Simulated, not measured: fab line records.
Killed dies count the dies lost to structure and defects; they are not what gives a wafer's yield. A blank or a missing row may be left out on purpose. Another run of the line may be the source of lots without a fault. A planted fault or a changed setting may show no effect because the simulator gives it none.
A struck lot beside a sound one | flow sky130 | 14 steps out of a route of 708
Sound: wafers L852.2, L852.3, L852.4. The struck wafers were L847.3, L847.5, L847.6. The cause is given at the end.
For every step that has rows: the tool of each side, followed by ch and its chambers, followed by its first start. Under that, the readings that differ: sound wafers | struck wafers | difference of the means | sigmas: that difference in standard deviations of wafers without a fault.
alike: a reading whose means differ by less than 2 such deviations, as well as words and numbers matching on both sides. not compared: withheld readings; readings where some wafer has no value; bounds like >300 that might hide an equal value; numbers whose values overlap and for which the record gives no deviation.
Wherever a step has rows on one side only, a row that says differs or no value, or a row with sigmas, the two part there. Non-overlapping numbers with no deviation appear without sigmas and do not part them. A reading missing from all wafers of one side parts the sides only when that side holds two or more wafers.

first, 1 step without rows for these wafers: SKY_VIA3_SPUTTER_20 (material TiN, target thk 20 nm, time 80 s).
SKY_VIA3_CVD_21: deposits W, target thk 390 nm, time 117.31 s.
  sound on cvd w-02 ch 0,1, day 44 23:40; struck on cvd w-01 ch 0,1, day 44 20:02
  alike: heater power w
SKY_VIA3_RS_MEAS_22: measures by four-point-probe.
  sound: film metro-03 at day 44 23:48; struck: film metro-03 at day 44 20:10
  alike: VIA3_W_RS
SKY_VIA3_THK_MEAS_23: measures by xrf.
  sound: film metro-03 at day 44 23:55; struck: film metro-03 at day 44 20:16
  alike: VIA3_W_THK
SKY_VIA3_CMP_24: polishes, stops on SiO2, t overpolish 20 s, target thk 0 nm.
  sound on cmp-01 ch 1,2,3, day 44 23:58; struck on cmp-02 ch 1,2, day 44 20:21
  alike: head pressure psi, motor current A, overpolish run s, slurry flow ml min, time to endpoint s
SKY_METAL4_SPUTTER_00: material Ti, target thk 15 nm, time 10 s.
  sound: pvd sputter-03 at day 45 00:16; struck: pvd sputter-03 at day 44 20:36
  alike: cathode dc power W, chamber pressure pa, throttle valve pct
then, 1 step without rows for these wafers: SKY_METAL4_SPUTTER_01 (material TiN, target thk 20 nm, time 16.7 s).
SKY_METAL4_SPUTTER_02: material AlCu, target thk 735 nm, time 39.1 s.
  sound: pvd sputter-03 at day 45 00:19; struck: pvd sputter-03 at day 44 20:39
  alike: cathode dc power W, chamber pressure pa, throttle valve pct
then, 2 steps without rows for these wafers: SKY_METAL4_SPUTTER_03 (material Ti, target thk 5 nm, time 3.3 s); SKY_METAL4_SPUTTER_04 (material TiN, target thk 70 nm, time 58.3 s).
SKY_CAP2M_CVD_00: deposits SiO2, target thk 15.5 nm.
  sound on pecvd-02 ch 1,2, day 45 00:25; struck on pecvd-02 ch 0,1,2, day 44 20:46
  alike: heater power w
SKY_CAP2M_THK_MEAS_01:
  sound: film metro-03 at day 45 00:27; struck: film metro-04 at day 44 20:48
  alike: CAP2M_CVD_00_THK
SKY_CAP2M_SPUTTER_02: material TiN, target thk 200 nm, time 166.7 s.
  sound: pvd sputter-04 at day 45 00:30; struck: pvd sputter-03 at day 44 20:50
  no value came back on the struck wafers for cathode dc power W (W), chamber pressure pa (Pa), substrate temp c (C), throttle valve pct (%); on the sound wafers cathode dc power W (W) reads 6499.4 6504.0 6501.6
SKY_CAP2M_RS_MEAS_03: measures by four-point-probe.
  sound: film metro-02 at day 45 00:38; struck: film metro-04 at day 44 21:23
  reading               | sound          | struck | difference                    | sigmas
  CAP2M_TIN_RS (ohm/sq) | 6.92 6.93 6.93 | - - -  | no value on the struck wafers |
  not compared: hold

WHERE THEY PART
At SKY_CAP2M_SPUTTER_02 first; at SKY_CAP2M_RS_MEAS_03 last (within this record only).

WHY: the cause the simulator had injected
At SKY_CAP2M_SPUTTER_02, the step was skipped entirely on pvd sputter-03 from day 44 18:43 on. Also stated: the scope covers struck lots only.
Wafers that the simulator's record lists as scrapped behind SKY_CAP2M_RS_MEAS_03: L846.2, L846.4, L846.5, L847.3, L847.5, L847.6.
